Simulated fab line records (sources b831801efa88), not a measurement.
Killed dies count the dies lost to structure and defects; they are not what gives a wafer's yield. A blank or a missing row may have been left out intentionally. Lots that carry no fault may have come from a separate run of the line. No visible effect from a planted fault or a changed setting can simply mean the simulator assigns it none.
Which tool did it?	flow gf180mcu	13 lots with 39 wafers sampled at 4 steps, on a route of 602 steps

== WHAT EACH GAUGE READ, for each wafer ==
GF_HV_LDD_TW_MEAS_23. Usual: HV_LDD_2_TW 1057, standard deviation 20.
lot	measured	on	HV_LDD_2_TW	flag
L522	day 11 07:53	film-metro-02	1065 1063 1057	
L523	day 11 19:00	film-metro-04	1080 1081 1080	
L524	day 11 23:49	film-metro-04	1075 1076 1076	
L525	day 12 04:12	film-metro-04	1079 1080 1077	
L526	day 12 06:30	film-metro-02	1062 1063 1058	
L527	day 12 16:08	film-metro-02	1061 1060 1063	
L530	day 14 02:50	film-metro-02	1072 1070 1067	
L531	day 14 04:14	film-metro-01	1024 1023 1027	
L535	day 15 08:33	film-metro-01	1026 1021 1022	
L539	day 16 09:53	film-metro-01	963 958 968	OFF
L541	day 17 03:53	film-metro-01	973 976 969	OFF
L542	day 17 11:44	film-metro-01	1025 1025 1031	
L544	day 18 01:53	film-metro-02	1064 1065 1067	

GF_CONTACT_OVL_MEAS_15. Usual: CONTACT_OVL -2 nm, standard deviation 5.2.
lot	measured	on	CONTACT_OVL (nm)	flag
L522	day 16 17:10	overlay-02	-3 2 1	
L523	day 17 05:16	overlay-02	-12 -10 2	
L524	day 17 12:16	overlay-01	-1 0 -9	
L525	day 17 18:05	overlay-01	6 4 4	
L526	day 17 19:40	overlay-01	-1 -4 -12	
L527	day 18 08:55	overlay-02	-2 4 4	
L530	day 20 01:40	overlay-02	0 -3 -2	
L531	day 20 03:42	overlay-02	-10 -4 -12	
L535	day 21 11:22	overlay-01	6 0 4	
L539	day 22 14:09	overlay-01	-2 -5 -2	
L541	day 23 08:25	overlay-01	-4 -7 -6	
L542	day 23 16:56	overlay-02	-4 1 -2	
L544	day 24 07:10	overlay-02	-1 -7 -8	

== EACH LOT AND THE TOOL THAT RAN IT (in order: tool; ch and the chambers of the sampled wafers; start) ==
lot	GF_HV_LDD_IMPLANT_21	GF_SALICIDE_SPUTTER_03
L522	implanter-03 ch 0, day 11 07:38	pvd-sputter-04, day 15 17:50
L523	implanter-01 ch 0, day 11 18:46	pvd-sputter-03, day 16 05:18
L524	implanter-04 ch 0, day 11 23:35	pvd-sputter-03, day 16 12:27
L525	implanter-01 ch 0, day 12 03:57	pvd-sputter-03, day 16 17:56
L526	implanter-01 ch 0, day 12 06:17	pvd-sputter-01, day 16 19:46
L527	implanter-04 ch 0, day 12 15:53	pvd-sputter-01, day 17 08:14
L530	implanter-03 ch 0, day 14 02:35	pvd-sputter-03, day 18 23:20
L531	implanter-04 ch 0, day 14 04:00	pvd-sputter-04, day 19 01:46
L535	implanter-01 ch 0, day 15 08:20	pvd-sputter-01, day 20 10:11
L539	implanter-01 ch 0, day 16 09:38	pvd-sputter-04, day 21 13:40
L541	implanter-01 ch 0, day 17 03:38	pvd-sputter-04, day 22 08:22
L542	implanter-03 ch 0, day 17 11:29	pvd-sputter-01, day 22 16:41
L544	implanter-03 ch 0, day 18 01:38	pvd-sputter-04, day 23 07:25
- GF_HV_LDD_IMPLANT_21
- GF_SALICIDE_SPUTTER_03: material TiN, target thk 20 nm, time 16.7 s.

== WHAT THE TOOLS THEMSELVES READ (means of the sampled wafers that have a number; where no wafer has one, the mark that the record gives instead) ==
GF_HV_LDD_IMPLANT_21. Usual: beam-on-s 9.97 s, standard deviation 0.19; dose-ions-cm2 4.998e+13, standard deviation 5.9e+10; faraday-current-uA 283, standard deviation 5.3; tilt-deg 6.997 degrees, standard deviation 0.02.
lot	tool	beam-on-s (s)	dose-ions-cm2	faraday-current-uA	tilt-deg (degrees)	flag
L522	implanter-03	10.02	4.986e+13	282	7.003	
L523	implanter-01	10.17	4.995e+13	277	7.044	
L524	implanter-04	9.89	5.000e+13	285	7.021	
L525	implanter-01	10.16	4.998e+13	278	7.000	
L526	implanter-01	9.94	5.000e+13	283	6.994	
L527	implanter-04	9.84	4.999e+13	286	6.991	
L530	implanter-03	9.95	4.991e+13	283	6.993	
L531	implanter-04	9.73	4.997e+13	289	6.995	
L535	implanter-01	10.13	4.995e+13	279	6.987	
L539	implanter-01	8.37	4.993e+13	336	6.996	OFF
L541	implanter-01	8.23	4.994e+13	342	7.023	OFF
L542	implanter-03	9.90	5.000e+13	284	7.004	
L544	implanter-03	9.94	4.994e+13	284	6.964	

GF_SALICIDE_SPUTTER_03. Usual: throttle-valve-pct reads 30.5 % (standard deviation 0.78).
lot	tool	throttle-valve-pct (%)	flag
L522	pvd-sputter-04	31.0	
L523	pvd-sputter-03	30.5	
L524	pvd-sputter-03	30.8	
L525	pvd-sputter-03	31.0	
L526	pvd-sputter-01	29.9	
L527	pvd-sputter-01	29.8	
L530	pvd-sputter-03	30.6	
L531	pvd-sputter-04	31.0	
L535	pvd-sputter-01	29.6	
L539	pvd-sputter-04	31.2	
L541	pvd-sputter-04	30.9	
L542	pvd-sputter-01	29.4	
L544	pvd-sputter-04	31.3	

== THE ANSWER, worked out from the rows above alone ==
Rule: a lot is off if the mean of its wafers that have a number lies more than 3 standard deviations from the usual mean. A lot without any number at a reading at which 4 lots or more have one is off too. The other lots that the step has rows for count as sound. After the gauges, taken in route order, come the tools' own readings; for these a lot's mean is taken, as printed above. At the first step where some lot is off, the reading lying furthest off is the one used; lots without a number count as furthest.
Off: L539, L541, at GF_HV_LDD_TW_MEAS_23 (HV_LDD_2_TW).
A tool fits if, at a process step before that reading, it ran every lot that is off, and no sound lot after the first of them. The gauges at GF_HV_LDD_TW_MEAS_23 aren't tried: what is off there is off at GF_HV_LDD_IMPLANT_21 too, on other tools, and a gauge's error can't cause that. One fits: implanter-01 at GF_HV_LDD_IMPLANT_21. A fault onset in the window from L535 (day 15 08:20, its last sound lot) to L539 (day 16 09:38, its first lot off) fits.
The tool's own readings at GF_HV_LDD_IMPLANT_21 bear it out: on the lots that are off they differ by more than 5 times the standard deviation of the sound lots' means. beam-on-s reads 8.30 s there against 9.97 s on the sound lots; faraday-current-uA reads 339 there against 283 on the sound lots.

== WHAT THE SIMULATOR PUT IN ==
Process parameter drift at GF_HV_LDD_IMPLANT_21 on implanter-01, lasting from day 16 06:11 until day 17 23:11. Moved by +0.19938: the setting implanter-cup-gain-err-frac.
Struck lots among those shown: L539, L541. The rule above found the same.
